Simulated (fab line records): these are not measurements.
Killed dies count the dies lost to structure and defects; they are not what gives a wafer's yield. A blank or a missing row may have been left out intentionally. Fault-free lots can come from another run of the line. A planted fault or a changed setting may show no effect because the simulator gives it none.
Which tool was responsible? + flow sky130 + Sampling: 11 lots, 33 wafers, 4 of 708 route steps

## WHAT THE GAUGES READ, wafer by wafer
SKY_SD_P_TW_MEAS_11. Usual: SD_P_TW gives 2841 (standard deviation 35).
| lot  | measured     | on           | SD_P_TW        | flag |
|------|--------------|--------------|----------------|------|
| L929 | day 25 17:12 | filmMetro-03 | 2854 2860 2854 |      |
| L932 | day 27 06:57 | filmMetro-01 | 2779 2791 2789 |      |
| L935 | day 27 23:10 | filmMetro-03 | 2853 2856 2850 |      |
| L936 | day 28 09:50 | filmMetro-04 | 2873 2881 2885 |      |
| L937 | day 28 17:22 | filmMetro-03 | 2864 2867 2885 |      |
| L942 | day 30 09:27 | filmMetro-01 | 2797 2786 2777 |      |
| L945 | day 31 11:23 | filmMetro-03 | 2858 2870 2871 |      |
| L947 | day 31 23:35 | filmMetro-01 | 2805 2794 2794 |      |
| L949 | day 32 08:39 | filmMetro-01 | 2803 2807 2807 |      |
| L951 | day 33 04:04 | filmMetro-01 | 2792 2784 2799 |      |
| L952 | day 33 05:18 | filmMetro-03 | 2855 2867 2855 |      |

SKY_SD_N_CD_MEAS_07: the cd target is 380 nm. Usual: cdNm at 380.3 nm, with a standard deviation of 2.9.
| lot  | measured     | on       | cdNm (nm)                           | flag |
|------|--------------|----------|-------------------------------------|------|
| L929 | day 28 03:09 | cdSem-02 | 381.0 379.7 377.8                   |      |
| L932 | day 29 16:37 | cdSem-02 | 376.7 377.4 377.1                   |      |
| L935 | day 30 08:22 | cdSem-01 | 384.4 384.4 385.8                   |      |
| L936 | day 30 18:34 | cdSem-02 | 382.0 378.7 379.1                   |      |
| L937 | day 31 01:37 | cdSem-02 | 386.3 384.2 384.7                   |      |
| L942 | day 32 17:33 | cdSem-02 | 386.3 385.6 385.9                   |      |
| L945 | day 33 19:21 | cdSem-02 | 391.4 393.1 390.9 391.9 392.7 390.7 | OFF  |
| L947 | day 34 06:38 | cdSem-02 | 393.6 390.4 392.0 393.6 390.3 391.8 | OFF  |
| L949 | day 34 16:06 | cdSem-02 | 377.5 379.0 381.1                   |      |
| L951 | day 35 10:18 | cdSem-02 | 378.6 378.6 377.9                   |      |
| L952 | day 35 11:39 | cdSem-02 | 383.7 382.4 380.7                   |      |

## EACH LOT AND THE TOOL THAT RAN IT (in order: tool; ch and the chambers of the sampled wafers; start)
| lot  | SKY_POLY_CUT_STRIP_12               | SKY_SD_N_COAT_02                 |
|------|-------------------------------------|----------------------------------|
| L929 | plasmaAsher-03 ch 0,1, day 24 11:11 | lithoTrack-02 ch 0, day 27 12:32 |
| L932 | plasmaAsher-01 ch 1, day 25 23:43   | lithoTrack-02 ch 0, day 29 02:00 |
| L935 | plasmaAsher-03 ch 0,1, day 26 18:13 | lithoTrack-01 ch 0, day 29 18:06 |
| L936 | plasmaAsher-03 ch 0,1, day 27 04:21 | lithoTrack-04 ch 0, day 30 04:38 |
| L937 | plasmaAsher-01 ch 1, day 27 12:10   | lithoTrack-04 ch 0, day 30 11:24 |
| L942 | plasmaAsher-01 ch 0,1, day 29 04:37 | lithoTrack-04 ch 0, day 32 03:14 |
| L945 | plasmaAsher-04 ch 0,1, day 30 05:59 | lithoTrack-02 ch 0, day 33 05:29 |
| L947 | plasmaAsher-04 ch 0,1, day 30 19:17 | lithoTrack-02 ch 0, day 33 16:50 |
| L949 | plasmaAsher-01 ch 1, day 31 04:05   | lithoTrack-04 ch 0, day 34 02:09 |
| L951 | plasmaAsher-01 ch 0,1, day 31 23:07 | lithoTrack-01 ch 0, day 34 20:39 |
| L952 | plasmaAsher-03 ch 0,1, day 32 01:01 | lithoTrack-01 ch 0, day 34 22:16 |
- SKY_POLY_CUT_STRIP_12: strips in O2/N2.
- SKY_SD_N_COAT_02: resist thk 1140 nm.

## AS READ BY THE TOOLS THEMSELVES (means over the sampled wafers that have a number; for cases with no such wafer, the mark the record gives instead)
SKY_POLY_CUT_STRIP_12. Usual: drypumpMotorCurrentA 5.8 A, standard deviation 0.43; o2FlowSccm 3000 sccm, standard deviation 9.6; oesProductAu 0.452 a.u., standard deviation 0.0043; stripTimeToEndpointS 5.358 s, standard deviation 0.018.
| lot  | tool           | drypumpMotorCurrentA (A) | o2FlowSccm (sccm) | oesProductAu (a.u.) | stripTimeToEndpointS (s) | flag |
|------|----------------|--------------------------|-------------------|---------------------|--------------------------|------|
| L929 | plasmaAsher-03 | 5.4                      | 3002              | 0.456               | 5.357                    |      |
| L932 | plasmaAsher-01 | 5.4                      | 3000              | 0.449               | 5.346                    |      |
| L935 | plasmaAsher-03 | 5.4                      | 2992              | 0.453               | 5.373                    |      |
| L936 | plasmaAsher-03 | 5.3                      | 2996              | 0.453               | 5.377                    |      |
| L937 | plasmaAsher-01 | 5.4                      | 3004              | 0.450               | 5.359                    |      |
| L942 | plasmaAsher-01 | 6.1                      | 2995              | 0.452               | 5.323                    |      |
| L945 | plasmaAsher-04 | 5.8                      | 2997              | 0.453               | 5.329                    |      |
| L947 | plasmaAsher-04 | 5.9                      | 2990              | 0.453               | 5.352                    |      |
| L949 | plasmaAsher-01 | 5.4                      | 2995              | 0.448               | 5.327                    |      |
| L951 | plasmaAsher-01 | 6.1                      | 2991              | 0.452               | 5.346                    |      |
| L952 | plasmaAsher-03 | 5.4                      | 2996              | 0.451               | 5.374                    |      |

SKY_SD_N_COAT_02. Usual: dispensePressureKPa at 50.9 kPa, with a standard deviation of 2.7.
| lot  | tool          | dispensePressureKPa (kPa) | flag |
|------|---------------|---------------------------|------|
| L929 | lithoTrack-02 | 51.4                      |      |
| L932 | lithoTrack-02 | 51.4                      |      |
| L935 | lithoTrack-01 | 47.3                      |      |
| L936 | lithoTrack-04 | 53.6                      |      |
| L937 | lithoTrack-04 | 53.7                      |      |
| L942 | lithoTrack-04 | 53.7                      |      |
| L945 | lithoTrack-02 | 51.4                      |      |
| L947 | lithoTrack-02 | 51.4                      |      |
| L949 | lithoTrack-04 | 53.7                      |      |
| L951 | lithoTrack-01 | 47.4                      |      |
| L952 | lithoTrack-01 | 47.4                      |      |

## THE ANSWER, worked out from the rows above alone
Rule: a lot counts as off when the mean over its wafers that have a number is more than 3 standard deviations away from the usual mean. Also off: a lot with no number at a reading for which 4 or more lots have one. All remaining lots with rows at the step are treated as sound. The gauges are gone through in route order, then the tools' own readings, and for those a lot's mean is taken as printed above. The first step at which some lot is off is used, and at that step the reading that is off furthest; a lot without a number counts as furthest.
Off: L945, L947, at SKY_SD_N_CD_MEAS_07 (cdNm).
A tool fits if, at a process step before that reading, it ran every lot that is off, and no sound lot after the first of them. The gauges at SKY_SD_N_CD_MEAS_07 are tried like those tools. This does not decide it: 2 tools fit, namely plasmaAsher-04 at SKY_POLY_CUT_STRIP_12 and lithoTrack-02 at SKY_SD_N_COAT_02.

## WHAT WAS PUT IN BY THE SIMULATOR
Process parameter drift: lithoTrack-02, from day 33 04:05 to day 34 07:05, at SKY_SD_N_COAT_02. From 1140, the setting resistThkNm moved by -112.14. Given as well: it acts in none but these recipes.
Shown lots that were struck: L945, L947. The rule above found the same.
